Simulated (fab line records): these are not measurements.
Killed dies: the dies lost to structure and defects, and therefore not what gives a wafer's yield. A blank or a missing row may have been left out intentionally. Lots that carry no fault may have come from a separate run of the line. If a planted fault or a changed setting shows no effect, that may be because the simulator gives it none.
One fault through the eyes of 2 desks ; flow sky130 ; what lay behind the numbers comes last; until then each desk has only its own

== METROLOGY DESK ==
Means of the sampled wafers that have a number, per lot and without regard to the tool the lot ran on: this is what the gauges read. A lot is out of limits, marked OUT, if its mean lies more than 4 standard deviations from the usual mean; the brackets give that distance.
Columns: A = VIA2_W_RS at SKY_VIA2_RS_MEAS_22, usual 0.2746 ohm/sq; B = VIA2_W_THK at SKY_VIA2_THK_MEAS_23, usual 430 nm
lot;first seen here;A;B
L927;day 38 07:35;0.2733;437
L933;day 39 12:51;0.2733;419
L934;day 39 22:58;0.2768;426
L941;day 41 19:09;0.2754;431
L944;day 42 12:42;0.2770;432
L946;day 43 04:19;0.2735;435
This desk found nothing out of limits on any of the 6 lots.

== THE TOOL OWNER'S DESK: pvd-sputter-02 ==
At SKY_METAL3_SPUTTER_04 (material TiN, target thk 70 nm, time 58.3 s) the tool's own readings: per lot run on this tool, the mean of the sampled wafers that have a number. A lot is out of limits, marked OUT, if its mean lies more than 4 standard deviations from the usual mean; the brackets give that distance.
Columns: A = throttle-valve-pct at SKY_METAL3_SPUTTER_04, usual 30.7 %
lot;first seen here;A
L927;day 38 08:10;30.5
L933;day 39 13:25;30.4
L934;day 39 23:32;31.0
This desk found nothing out of limits on any of the 3 lots.

== PUT TOGETHER ==
Nothing out of limits was seen by the metrology desk.
Nothing out of limits was seen by the tool owner's desk.

== WHAT WAS PUT IN BY THE SIMULATOR ==
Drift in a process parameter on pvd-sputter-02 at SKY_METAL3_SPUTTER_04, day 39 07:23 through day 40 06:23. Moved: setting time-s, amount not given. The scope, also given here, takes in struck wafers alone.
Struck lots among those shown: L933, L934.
